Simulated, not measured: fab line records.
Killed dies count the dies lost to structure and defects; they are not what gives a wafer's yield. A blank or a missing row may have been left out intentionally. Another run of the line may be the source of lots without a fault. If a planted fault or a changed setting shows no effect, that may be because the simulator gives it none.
fab line records ; flow sky130 ; part 1 of 2: steps 1 to 28 of 35
[record] lots = 5; wafers = 15; last-day = 50
route steps=708 shown VIA1@472 METAL2@483
lots that met no fault: from a run of the same line without faults
start-h: hours from the record's first day to the start of the lot's first wafer shown ; wait-h: hours elapsed since this lot's preceding step ; " the same as in the row above ; L1.1+2: one row covering several wafers at once ; - either no value or no given start ; * or withheld: withheld ; < > ~ a bound
route shown NAME@n: names a module that has steps shown in the file, with the first one's number in the route ; usual: mean/standard deviation of fault-free wafers ; same: alike in all rows ; chamber/n: place in a boat ; sites: readings site by site ; _std_site: standard deviation of those values ; _edge_site: the outer-site mean with the inner-site mean subtracted ; radius-mm: for every site, how far away it sits from the centre of the wafer ; mask NAME#n: copy n ; behind: the last tool/chamber to shape the wafer ; hold: what put the lot on hold/how long, in hours/how the hold closed ; device: transistor that didn't switch, given as n, p or np ; end of line: the route-end tests of the same wafers ; for a step that has no rows: nothing shown but its recipe ; killed: not the wafer's yield, but the dies lost to structure and defects at the first sort ; map: dies across one wafer; x = killed, . = not, _ = none there
set.NAME: the setting as run; set.NAME@STEP: as run at that earlier step ; model.NAME: the simulator's own value behind a step, which no gauge read
lots at some steps of the route; a table a step, a row a wafer
services: when a tool's chamber went out of use (start-h, in hours from the record's first day, below 0 if earlier), for how many hours, and the reason
[[steps]]
[step SKY_VIA1_ETCH_14]
[recipe] chemistry = N2/H2; target = BARC; ion-energy-ev = 200; source-w = 500; bias-w = 100; pressure-mtorr = 30; n2-flow-sccm = 100; h2-flow-sccm = 200; stop-on = SiO2; time-s = 45.9; target-depth-a = 600
[usual] chamber-pressure-mTorr = 30.001/0.028; drypump-motor-current-A = 5.8/0.42; h2-flow-sccm = 200.0/0.57; n2-flow-sccm = 100.00/0.25; oes-product-au = 0.854/0.0043; throttle-valve-pct = 13.224/0.0086
lot.wafer;tool;chamber;start-h;wait-h;chamber-pressure-mTorr;drypump-motor-current-A;h2-flow-sccm;n2-flow-sccm;oes-product-au;rf-hours-counter-h;throttle-valve-pct
L083.3;rie-diel-02;1;876.64;0.0;30.009;5.9;200.4;99.95;0.853;7;13.233
L083.4;rie-diel-02;1;876.64;0.0;30.000;5.9;200.9;99.86;0.856;-;13.197
L083.5;rie-diel-02;3;876.64;0.0;29.998;4.9;200.1;99.67;0.856;-;13.212
L089.3;rie-diel-01;2;911.34;0.0;30.019;6.3;200.7;99.81;0.854;14;13.220
L089.5;rie-diel-01;2;911.34;0.0;30.039;6.3;200.8;99.99;0.854;-;13.226
L089.6;rie-diel-01;3;911.34;0.0;29.983;6.5;199.2;100.15;0.852;-;13.220
L095.2;rie-diel-02;2;956.58;0.0;29.935;6.3;200.2;100.34;0.848;6;13.232
L095.5;rie-diel-02;0;956.58;0.0;29.990;5.6;199.6;99.66;0.859;-;13.213
L095.6;rie-diel-02;1;956.58;0.0;30.023;5.9;201.1;100.21;0.852;-;13.237
L097.1;rie-diel-04;2;962.58;0.0;30.022;5.8;200.6;100.16;0.852;18;13.232
L097.4;rie-diel-04;3;962.58;0.0;30.019;5.5;200.5;100.31;0.847;13;13.230
L097.6;rie-diel-04;1;962.58;0.0;29.996;6.1;199.9;99.96;0.859;-;13.233
L096.1;rie-diel-02;2;965.46;0.0;29.952;6.3;200.3;99.91;0.855;6;13.230
L096.3;rie-diel-02;1;965.46;0.0;30.006;5.9;200.1;99.82;0.854;9;13.218
L096.6;rie-diel-02;0;965.46;0.0;29.989;5.5;200.5;99.97;0.853;-;13.221
[step SKY_VIA1_ETCH_15]
[recipe] target = SiO2; chemistry = C4F8/O2/Ar; target-depth-nm = 351; stop-on = TiN; mask-material = KrF-thick; source-w = 1500; bias-w = 1200; pressure-mtorr = 40; c4f8-flow-sccm = withheld; O2_flow_sccm = 6; Ar_flow_sccm = 300; time-s = 54
[usual] chamber-pressure-mTorr = 40.00/0.036; oes-product-au = 0.980/0.0068
lot.wafer;tool;chamber;start-h;wait-h;chamber-pressure-mTorr;oes-product-au;rf-hours-counter-h
L083.3;rie-diel-02;1;876.68;0.0;40.03;0.985;7
L083.4;rie-diel-02;1;876.68;0.0;40.06;0.975;-
L083.5;rie-diel-02;3;876.68;0.0;39.99;0.991;-
L089.3;rie-diel-01;2;911.38;0.0;39.95;0.977;15
L089.5;rie-diel-01;2;911.38;0.0;39.99;0.978;-
L089.6;rie-diel-01;3;911.38;0.0;39.99;0.986;-
L095.2;rie-diel-02;2;956.62;0.0;39.98;0.987;6
L095.5;rie-diel-02;0;956.62;0.0;39.95;0.980;-
L095.6;rie-diel-02;1;956.62;0.0;39.96;0.980;-
L097.1;rie-diel-04;2;962.62;0.0;39.95;0.986;18
L097.4;rie-diel-04;3;962.62;0.0;39.98;0.976;13
L097.6;rie-diel-04;1;962.62;0.0;39.97;0.979;-
L096.1;rie-diel-02;2;965.51;0.0;40.00;0.981;6
L096.3;rie-diel-02;1;965.51;0.0;39.99;0.972;9
L096.6;rie-diel-02;0;965.51;0.0;39.94;0.977;-
[step SKY_VIA1_STRIP_16]
[recipe] chemistry = O2/N2; power-w = 1400; pressure-mtorr = 1500; platen-temp-c = withheld; o2-flow-sccm = 3000; n2-flow-sccm = 300; overash-fraction = 0.5
[usual] chamber-pressure-mTorr = 1499.9/1.4; drypump-motor-current-A = 5.6/0.59; n2-flow-sccm = 299.8/0.82; oes-product-au = 0.416/0.0047; strip-time-to-endpoint-s = 4.467/0.027
lot.wafer;tool;chamber;start-h;wait-h;chamber-pressure-mTorr;drypump-motor-current-A;n2-flow-sccm;oes-product-au;rf-hours-counter-h;strip-time-to-endpoint-s
L083.3;plasma-asher-04;0;876.76;0.1;1498.7;6.6;300.1;0.419;-;4.498
L083.4;plasma-asher-04;1;876.76;0.1;1500.8;5.8;300.5;0.419;-;4.476
L083.5;plasma-asher-04;1;876.76;0.1;1499.5;5.8;299.4;0.418;-;4.465
L089.3;plasma-asher-04;1;911.46;0.1;1500.3;5.8;299.6;0.408;-;4.465
L089.5;plasma-asher-04;1;911.46;0.1;1503.2;5.8;299.8;0.412;-;4.468
L089.6;plasma-asher-04;0;911.46;0.1;1497.9;6.7;300.8;0.421;-;4.427
L095.2;plasma-asher-03;1;956.67;0.0;1500.0;5.4;300.1;0.408;20;4.438
L095.5;plasma-asher-03;1;956.67;0.0;1498.2;5.4;300.0;0.414;-;4.425
L095.6;plasma-asher-03;0;956.67;0.0;1499.8;5.5;299.8;0.419;-;4.442
L097.1;plasma-asher-03;0;962.67;0.0;1499.0;5.5;299.7;0.415;20;4.466
L097.4;plasma-asher-03;1;962.67;0.0;1501.5;5.3;299.7;0.415;-;4.454
L097.6;plasma-asher-03;0;962.67;0.0;1501.0;5.5;299.0;0.423;-;4.498
L096.1;plasma-asher-04;1;965.55;0.0;1500.1;5.8;300.5;0.417;84;4.499
L096.3;plasma-asher-04;0;965.55;0.0;1501.4;6.6;299.2;0.419;-;4.487
L096.6;plasma-asher-04;0;965.55;0.0;1499.3;6.6;300.3;0.414;-;4.472
[step SKY_VIA1_STRIP_17]
[recipe] chemistry = post-etch-residue-remover; time-s = 1200; temp-c = 72.5
lot.wafer;tool;chamber;start-h;wait-h
L083.3+4+5;wet-bench-04;1;876.83;0.0
L089.3+5+6;wet-bench-04;3;911.53;0.0
L095.2+5+6;wet-bench-04;3;956.77;0.1
L097.1+4+6;wet-bench-03;0;962.77;0.1
L096.1+3+6;wet-bench-02;1;965.65;0.1
[step SKY_VIA1_CLEAN_18]
[recipe] chemistry = IPA; time-s = 180; temp-c = 25
lot.wafer;tool;chamber;start-h;wait-h
L083.3+4+5;wet-bench-03;2;877.17;0.0
L089.3+5+6;wet-bench-02;0;911.87;0.0
L095.2+5+6;wet-bench-03;1;957.11;0.0
L097.1+4+6;wet-bench-04;1;963.14;0.0
L096.1+3+6;wet-bench-02;2;966.40;0.0
[step SKY_VIA1_CLEAN_19]
[recipe] chemistry = O3/DIW; dry = n2-spin
lot.wafer;tool;chamber;start-h;wait-h
L083.3+4+5;wet-bench-02;2;877.29;0.0
L089.3+5+6;wet-bench-04;3;911.99;0.0
L095.2+5+6;wet-bench-02;0;957.17;0.0
L097.1+4+6;wet-bench-02;3;963.20;0.0
L096.1+3+6;wet-bench-04;2;966.54;0.0
[step SKY_VIA1_SPUTTER_20]
[recipe] material = TiN; target-thk-nm = 20; chamber-pressure-pa = 5; power-w = 4000; time-s = 80
[usual] throttle-valve-pct = 30.4/0.56
lot.wafer;tool;chamber;start-h;wait-h;throttle-valve-pct
L083.3;pvd-sputter-03;-;877.38;0.0;30.8
L083.4;pvd-sputter-03;-;877.38;0.0;30.2
L083.5;pvd-sputter-03;-;877.38;0.0;30.4
L089.3;pvd-sputter-03;-;912.08;0.0;30.3
L089.5;pvd-sputter-03;-;912.08;0.0;30.5
L089.6;pvd-sputter-03;-;912.08;0.0;30.0
L095.2;pvd-sputter-03;-;957.35;0.0;30.3
L095.5;pvd-sputter-03;-;957.35;0.0;30.2
L095.6;pvd-sputter-03;-;957.35;0.0;30.0
L097.1;pvd-sputter-01;-;963.38;0.0;30.5
L097.4;pvd-sputter-01;-;963.38;0.0;31.1
L097.6;pvd-sputter-01;-;963.38;0.0;31.5
L096.1;pvd-sputter-01;-;966.63;0.0;31.4
L096.3;pvd-sputter-01;-;966.63;0.0;30.5
L096.6;pvd-sputter-01;-;966.63;0.0;30.4
[step SKY_VIA1_CVD_21]
[recipe] material = W; target-thk-nm = 270; time-s = 80.902; temp-c = 400; pressure-torr = 40
[usual] heater-power-w = 968/54
lot.wafer;tool;chamber;start-h;wait-h;heater-power-w
L083.3;cvd-w-01;0;877.47;0.1;936
L083.4;cvd-w-01;1;877.47;0.1;892
L083.5;cvd-w-01;0;877.47;0.1;971
L089.3;cvd-w-01;0;912.17;0.1;972
L089.5;cvd-w-01;1;912.17;0.1;895
L089.6;cvd-w-01;0;912.17;0.1;959
L095.2;cvd-w-01;0;957.41;0.0;946
L095.5;cvd-w-01;0;957.41;0.0;978
L095.6;cvd-w-01;1;957.41;0.0;883
L097.1;cvd-w-02;0;963.45;0.0;937
L097.4;cvd-w-02;0;963.45;0.0;939
L097.6;cvd-w-02;0;963.45;0.0;948
L096.1;cvd-w-02;0;966.69;0.0;933
L096.3;cvd-w-02;0;966.69;0.0;937
L096.6;cvd-w-02;0;966.69;0.0;950
[step SKY_VIA1_RS_MEAS_22]
[recipe] thk-meas-gauge = four-point-probe; reads = W_of_VIA1_CVD_21+TiN_of_VIA1_SPUTTER_20
[usual] VIA1_W_RS = 0.425/0.0061
lot.wafer;tool;chamber;start-h;wait-h;VIA1_W_RS[ohm/sq]
L083.3;film-metro-02;-;877.57;0.1;0.418
L083.4;film-metro-02;-;877.57;0.1;0.427
L083.5;film-metro-02;-;877.57;0.1;0.414
L089.3;film-metro-01;-;912.27;0.1;0.423
L089.5;film-metro-01;-;912.27;0.1;0.437
L089.6;film-metro-01;-;912.27;0.1;0.421
L095.2;film-metro-02;-;957.53;0.1;0.415
L095.5;film-metro-02;-;957.53;0.1;0.424
L095.6;film-metro-02;-;957.53;0.1;0.425
L097.1;film-metro-01;-;963.54;0.1;0.422
L097.4;film-metro-01;-;963.54;0.1;0.426
L097.6;film-metro-01;-;963.54;0.1;0.424
L096.1;film-metro-04;-;966.79;0.1;0.413
L096.3;film-metro-04;-;966.79;0.1;0.419
L096.6;film-metro-04;-;966.79;0.1;0.419
[step SKY_VIA1_THK_MEAS_23]
[recipe] thk-meas-gauge = xrf; reads = W_of_VIA1_CVD_21
[usual] VIA1_W_THK = 273/3.9
lot.wafer;tool;chamber;start-h;wait-h;VIA1_W_THK[nm]
L083.3;film-metro-02;-;877.67;0.1;277
L083.4;film-metro-02;-;877.67;0.1;271
L083.5;film-metro-02;-;877.67;0.1;278
L089.3;film-metro-01;-;912.37;0.1;275
L089.5;film-metro-01;-;912.37;0.1;265
L089.6;film-metro-01;-;912.37;0.1;276
L095.2;film-metro-02;-;957.64;0.1;281
L095.5;film-metro-02;-;957.64;0.1;276
L095.6;film-metro-02;-;957.64;0.1;274
L097.1;film-metro-01;-;963.66;0.1;275
L097.4;film-metro-01;-;963.66;0.1;274
L097.6;film-metro-01;-;963.66;0.1;274
L096.1;film-metro-04;-;966.91;0.1;282
L096.3;film-metro-04;-;966.91;0.1;278
L096.6;film-metro-04;-;966.91;0.1;278
[step SKY_VIA1_CMP_24]
[recipe] stop-on = SiO2; t-overpolish-s = 15; down-force-psi = 3.5; platen-rpm = 60; target-thk-nm = 0; pad-velocity-m-s = 0.94248
[usual] motor-current-A = 11.1/1.4; overpolish-run-s = 15.000/0.0092; time-to-endpoint-s = 67/3.7
lot.wafer;tool;chamber;start-h;wait-h;motor-current-A;overpolish-run-s;time-to-endpoint-s
L083.3;cmp-01;0;877.71;0.0;10.3;14.993;68
L083.4;cmp-01;1;877.71;0.0;13.7;14.990;66
L083.5;cmp-01;0;877.71;0.0;9.7;15.002;69
L089.3;cmp-02;3;912.82;0.4;9.9;15.010;65
L089.5;cmp-02;0;912.82;0.4;12.6;15.002;64
L089.6;cmp-02;1;912.82;0.4;11.5;14.992;70
L095.2;cmp-02;1;957.79;0.1;11.3;15.008;75
L095.6;cmp-02;3;957.79;0.1;9.7;15.013;65
L095.5;cmp-02;0;957.79;0.1;12.2;15.001;67
L097.1;cmp-01;3;963.72;0.1;10.5;14.998;69
L097.4;cmp-01;2;963.72;0.1;10.0;14.996;62
L097.6;cmp-01;3;963.72;0.1;10.5;14.993;65
L096.1;cmp-02;3;967.32;0.4;9.5;15.012;67
L096.3;cmp-02;2;967.32;0.4;9.9;14.994;73
L096.6;cmp-02;0;967.32;0.4;12.3;15.001;67
[step SKY_METAL2_SPUTTER_00]
[recipe] material = Ti; target-thk-nm = 15; power-w = 3000; time-s = 10; chamber-pressure-pa = 0.4
[usual] throttle-valve-pct = 30.2/0.91
lot.wafer;tool;chamber;start-h;wait-h;throttle-valve-pct
L083.3;pvd-sputter-04;-;878.01;0.2;30.0
L083.4;pvd-sputter-04;-;878.01;0.2;29.8
L083.5;pvd-sputter-04;-;878.01;0.2;30.1
L089.3;pvd-sputter-01;-;912.97;0.1;30.5
L089.5;pvd-sputter-01;-;912.97;0.1;30.4
L089.6;pvd-sputter-01;-;912.97;0.1;29.4
L095.2;pvd-sputter-04;-;957.99;0.1;28.6
L095.5;pvd-sputter-04;-;957.99;0.1;31.3
L095.6;pvd-sputter-04;-;957.99;0.1;28.8
L097.1;pvd-sputter-02;-;964.02;0.2;32.0
L097.4;pvd-sputter-02;-;964.02;0.2;29.3
L097.6;pvd-sputter-02;-;964.02;0.2;30.7
L096.1;pvd-sputter-04;-;967.62;0.2;28.9
L096.3;pvd-sputter-04;-;967.62;0.2;29.9
L096.6;pvd-sputter-04;-;967.62;0.2;30.4
[step SKY_METAL2_SPUTTER_01]
[recipe] material = TiN; target-thk-nm = 20; power-w = 6500; time-s = 16.7; chamber-pressure-pa = 0.4
[usual] throttle-valve-pct = 30.2/0.93
lot.wafer;tool;chamber;start-h;wait-h;throttle-valve-pct
L083.3;pvd-sputter-04;-;878.04;0.0;30.1
L083.4;pvd-sputter-04;-;878.04;0.0;30.1
L083.5;pvd-sputter-04;-;878.04;0.0;30.0
L089.3;pvd-sputter-01;-;912.99;0.0;30.5
L089.5;pvd-sputter-01;-;912.99;0.0;30.5
L089.6;pvd-sputter-01;-;912.99;0.0;29.3
L095.2;pvd-sputter-04;-;958.01;0.0;28.7
L095.5;pvd-sputter-04;-;958.01;0.0;31.3
L095.6;pvd-sputter-04;-;958.01;0.0;28.2
L097.1;pvd-sputter-02;-;964.04;0.0;32.0
L097.4;pvd-sputter-02;-;964.04;0.0;29.2
L097.6;pvd-sputter-02;-;964.04;0.0;30.8
L096.1;pvd-sputter-04;-;967.64;0.0;28.5
L096.3;pvd-sputter-04;-;967.64;0.0;29.9
L096.6;pvd-sputter-04;-;967.64;0.0;30.2
[step SKY_METAL2_SPUTTER_02]
[recipe] material = AlCu; target-thk-nm = 250; power-w = 10600; time-s = 13.3; chamber-pressure-pa = 0.4
[usual] throttle-valve-pct = 30.2/0.93
lot.wafer;tool;chamber;start-h;wait-h;throttle-valve-pct
L083.3;pvd-sputter-04;-;878.06;0.0;29.9
L083.4;pvd-sputter-04;-;878.06;0.0;29.9
L083.5;pvd-sputter-04;-;878.06;0.0;30.2
L089.3;pvd-sputter-01;-;913.02;0.0;30.6
L089.5;pvd-sputter-01;-;913.02;0.0;30.5
L089.6;pvd-sputter-01;-;913.02;0.0;29.2
L095.2;pvd-sputter-04;-;958.04;0.0;28.6
L095.5;pvd-sputter-04;-;958.04;0.0;31.4
L095.6;pvd-sputter-04;-;958.04;0.0;28.6
L097.1;pvd-sputter-02;-;964.07;0.0;31.8
L097.4;pvd-sputter-02;-;964.07;0.0;29.4
L097.6;pvd-sputter-02;-;964.07;0.0;30.7
L096.1;pvd-sputter-04;-;967.67;0.0;28.5
L096.3;pvd-sputter-04;-;967.67;0.0;29.9
L096.6;pvd-sputter-04;-;967.67;0.0;30.0
[step SKY_METAL2_SPUTTER_03]
[recipe] material = Ti; target-thk-nm = 5; power-w = 2925; time-s = 3.3; chamber-pressure-pa = 0.4
[usual] throttle-valve-pct = 30.2/0.9
lot.wafer;tool;chamber;start-h;wait-h;throttle-valve-pct
L083.3;pvd-sputter-04;-;878.09;0.0;29.8
L083.4;pvd-sputter-04;-;878.09;0.0;30.0
L083.5;pvd-sputter-04;-;878.09;0.0;30.2
L089.3;pvd-sputter-01;-;913.04;0.0;30.5
L089.5;pvd-sputter-01;-;913.04;0.0;30.3
L089.6;pvd-sputter-01;-;913.04;0.0;29.7
L095.2;pvd-sputter-04;-;958.06;0.0;28.6
L095.5;pvd-sputter-04;-;958.06;0.0;31.4
L095.6;pvd-sputter-04;-;958.06;0.0;28.6
L097.1;pvd-sputter-02;-;964.09;0.0;31.6
L097.4;pvd-sputter-02;-;964.09;0.0;29.5
L097.6;pvd-sputter-02;-;964.09;0.0;30.9
L096.1;pvd-sputter-04;-;967.69;0.0;28.8
L096.3;pvd-sputter-04;-;967.69;0.0;30.1
L096.6;pvd-sputter-04;-;967.69;0.0;29.9
[step SKY_METAL2_SPUTTER_04]
[recipe] material = TiN; target-thk-nm = 70; power-w = 6500; time-s = 58.3; chamber-pressure-pa = 0.4
[usual] throttle-valve-pct = 30.2/0.92
lot.wafer;tool;chamber;start-h;wait-h;throttle-valve-pct
L083.3;pvd-sputter-04;-;878.11;0.0;30.1
L083.4;pvd-sputter-04;-;878.11;0.0;30.1
L083.5;pvd-sputter-04;-;878.11;0.0;30.5
L089.3;pvd-sputter-01;-;913.06;0.0;30.5
L089.5;pvd-sputter-01;-;913.06;0.0;30.7
L089.6;pvd-sputter-01;-;913.06;0.0;29.4
L095.2;pvd-sputter-04;-;958.08;0.0;28.4
L095.5;pvd-sputter-04;-;958.08;0.0;31.5
L095.6;pvd-sputter-04;-;958.08;0.0;28.7
L097.1;pvd-sputter-02;-;964.11;0.0;32.0
L097.4;pvd-sputter-02;-;964.11;0.0;29.2
L097.6;pvd-sputter-02;-;964.11;0.0;30.8
L096.1;pvd-sputter-04;-;967.71;0.0;28.6
L096.3;pvd-sputter-04;-;967.71;0.0;29.9
L096.6;pvd-sputter-04;-;967.71;0.0;30.1
[step SKY_METAL2_RS_MEAS_05]
[recipe] thk-meas-gauge = four-point-probe; reads = TiN_of_METAL2_SPUTTER_04+Ti_of_METAL2_SPUTTER_03+AlCu_of_METAL2_SPUTTER_02+TiN_of_METAL2_SPUTTER_01+Ti_of_METAL2_SPUTTER_00
[usual] METAL2_ALCU_RS = 0.1263/0.0016
lot.wafer;tool;chamber;start-h;wait-h;METAL2_ALCU_RS[ohm/sq]
L083.3;film-metro-03;-;878.19;0.1;0.1285
L083.4;film-metro-03;-;878.19;0.1;0.1273
L083.5;film-metro-03;-;878.19;0.1;0.1275
L089.3;film-metro-03;-;913.15;0.1;0.1265
L089.5;film-metro-03;-;913.15;0.1;0.1256
L089.6;film-metro-03;-;913.15;0.1;0.1256
L095.2;film-metro-04;-;958.15;0.0;0.1273
L095.5;film-metro-04;-;958.15;0.0;0.1249
L095.6;film-metro-04;-;958.15;0.0;0.1283
L097.1;film-metro-04;-;964.16;0.0;0.1278
L097.4;film-metro-04;-;964.16;0.0;0.1273
L097.6;film-metro-04;-;964.16;0.0;0.1291
L096.1;film-metro-03;-;967.76;0.0;0.1277
L096.3;film-metro-03;-;967.76;0.0;0.1267
L096.6;film-metro-03;-;967.76;0.0;0.1260
[step SKY_METAL2_THK_MEAS_06]
[recipe] thk-meas-gauge = xrf; reads = AlCu_of_METAL2_SPUTTER_02
[usual] METAL2_ALCU_THK = 251/3.3
lot.wafer;tool;chamber;start-h;wait-h;METAL2_ALCU_THK[nm]
L083.3;film-metro-03;-;878.29;0.1;247
L083.4;film-metro-03;-;878.29;0.1;250
L083.5;film-metro-03;-;878.29;0.1;249
L089.3;film-metro-03;-;913.25;0.1;252
L089.5;film-metro-03;-;913.25;0.1;250
L089.6;film-metro-03;-;913.25;0.1;252
L095.2;film-metro-04;-;958.26;0.1;253
L095.5;film-metro-04;-;958.26;0.1;257
L095.6;film-metro-04;-;958.26;0.1;248
L097.1;film-metro-04;-;964.28;0.1;248
L097.4;film-metro-04;-;964.28;0.1;250
L097.6;film-metro-04;-;964.28;0.1;246
L096.1;film-metro-03;-;967.88;0.1;248
L096.3;film-metro-03;-;967.88;0.1;248
L096.6;film-metro-03;-;967.88;0.1;252
[step SKY_METAL2_DEHYDRATE_07]
[recipe] temp-c = 200; time-s = 60
lot.wafer;tool;chamber;start-h;wait-h
L083.3+4+5;litho-track-01;0;889.63;11.3
L089.3+5+6;litho-track-03;0;922.99;9.7
L095.2+5+6;litho-track-03;0;969.46;11.2
L097.1+4+6;litho-track-04;0;974.04;9.7
L096.1+3+6;litho-track-04;0;977.89;10.0
[step SKY_METAL2_HMDS_08]
[recipe] prime-time-s = 60; prime-temp-c = 120
lot.wafer;tool;chamber;start-h;wait-h
L083.3+4+5;litho-track-01;0;889.78;0.1
L089.3+5+6;litho-track-03;0;923.14;0.1
L095.2+5+6;litho-track-03;0;969.61;0.1
L097.1+4+6;litho-track-04;0;974.19;0.1
L096.1+3+6;litho-track-04;0;978.04;0.1
[step SKY_METAL2_COAT_09]
[recipe] resist = BARC; temp-c = withheld; time-s = withheld; spin-rpm = 3000; resist-thk-nm = 60
lot.wafer;tool;chamber;start-h;wait-h
L083.3+4+5;litho-track-01;0;889.93;0.1
L089.3+5+6;litho-track-03;0;923.29;0.1
L095.2+5+6;litho-track-03;0;969.76;0.1
L097.1+4+6;litho-track-04;0;974.34;0.1
L096.1+3+6;litho-track-04;0;978.19;0.1
[step SKY_METAL2_COAT_10]
[recipe] resist = KrF-thick; spin-rpm = 3000; resist-thk-nm = 450
lot.wafer;tool;chamber;start-h;wait-h
L083.3+4+5;litho-track-01;0;-;-
L089.3+5+6;litho-track-03;0;-;-
L095.2+5+6;litho-track-03;0;-;-
L097.1+4+6;litho-track-04;0;-;-
L096.1+3+6;litho-track-04;0;-;-
[step SKY_METAL2_SOFTBAKE_11]
[recipe] temp-c = 99.33; time-s = 90; resist = KrF-thick
lot.wafer;tool;chamber;start-h;wait-h
L083.3+4+5;litho-track-01;0;-;-
L089.3+5+6;litho-track-03;0;-;-
L095.2+5+6;litho-track-03;0;-;-
L097.1+4+6;litho-track-04;0;-;-
L096.1+3+6;litho-track-04;0;-;-
[step SKY_METAL2_EXPOSE_12]
[recipe] mask-id = MM2; na = 0.8; source-shape = annular; sigma-inner = 0.55; sigma-outer = 0.85; target-cd-nm = 140; dose-mj = 28
lot.wafer;tool;chamber;start-h;wait-h;mask
L083.3+4+5;krf-scanner-01;0;-;-;MM2#0
L089.3+5+6;krf-scanner-02;0;-;-;MM2#0
L095.2+5+6;krf-scanner-01;0;-;-;MM2#0
L097.1+4+6;krf-scanner-01;0;-;-;MM2#0
L096.1+3+6;krf-scanner-02;0;-;-;MM2#0
[step SKY_METAL2_PEB_13]
[recipe] peb-temp-c = withheld; peb-time-s = withheld; resist = KrF-thick
lot.wafer;tool;chamber;start-h;wait-h
L083.3+4+5;litho-track-01;0;-;-
L089.3+5+6;litho-track-04;0;-;-
L095.2+5+6;litho-track-01;0;-;-
L097.1+4+6;litho-track-03;0;-;-
L096.1+3+6;litho-track-04;0;-;-
[step SKY_METAL2_DEVELOP_14]
[recipe] develop-time-s = 60; resist = KrF-thick; dev-temp-c = 21
[usual] developer-temp-C = 20.98/0.11
lot.wafer;tool;chamber;start-h;wait-h;developer-temp-C
L083.3;litho-track-01;0;-;-;20.94
L083.4;litho-track-01;0;-;-;20.98
L083.5;litho-track-01;0;-;-;21.00
L089.3;litho-track-04;0;-;-;21.09
L089.5;litho-track-04;0;-;-;20.86
L089.6;litho-track-04;0;-;-;20.97
L095.2;litho-track-01;0;-;-;21.05
L095.5;litho-track-01;0;-;-;20.94
L095.6;litho-track-01;0;-;-;21.01
L097.1;litho-track-03;0;-;-;20.93
L097.4;litho-track-03;0;-;-;20.85
L097.6;litho-track-03;0;-;-;21.03
L096.1;litho-track-04;0;-;-;20.89
L096.3;litho-track-04;0;-;-;20.94
L096.6;litho-track-04;0;-;-;20.92
[step SKY_METAL2_CD_MEAS_15]
[recipe] target-cd-nm = 140
[usual] cd-nm = 140.1/1.5
lot.wafer;tool;chamber;start-h;wait-h;cd-nm
L083.3;cd-sem-01;-;902.72;-;137.5
L083.4;cd-sem-01;-;902.72;-;137.8
L083.5;cd-sem-01;-;902.72;-;137.9
L089.3;cd-sem-02;-;937.88;-;141.2
L089.5;cd-sem-02;-;937.88;-;139.9
L089.6;cd-sem-02;-;937.88;-;138.1
L095.2;cd-sem-02;-;981.60;-;140.0
L095.5;cd-sem-02;-;981.60;-;139.1
L095.6;cd-sem-02;-;981.60;-;139.5
L097.1;cd-sem-01;-;988.49;-;139.9
L097.4;cd-sem-01;-;988.49;-;139.8
L097.6;cd-sem-01;-;988.49;-;140.7
L096.1;cd-sem-01;-;992.54;-;140.2
L096.3;cd-sem-01;-;992.54;-;141.2
L096.6;cd-sem-01;-;992.54;-;141.4
[step SKY_METAL2_OVL_MEAS_16]
[usual] METAL2_OVL = -1/5.4
lot.wafer;tool;chamber;start-h;wait-h;METAL2_OVL[nm]
L083.3;overlay-02;-;902.81;0.1;-12
L083.4;overlay-02;-;902.81;0.1;-6
L083.5;overlay-02;-;902.81;0.1;-12
L089.3;overlay-02;-;937.97;0.1;-2
L089.5;overlay-02;-;937.97;0.1;3
L089.6;overlay-02;-;937.97;0.1;-3
L095.2;overlay-02;-;981.70;0.1;4
L095.5;overlay-02;-;981.70;0.1;-1
L095.6;overlay-02;-;981.70;0.1;3
L097.1;overlay-02;-;988.61;0.1;-8
L097.4;overlay-02;-;988.61;0.1;-4
L097.6;overlay-02;-;988.61;0.1;-4
L096.1;overlay-01;-;992.66;0.1;6
L096.3;overlay-01;-;992.66;0.1;-2
L096.6;overlay-01;-;992.66;0.1;-1
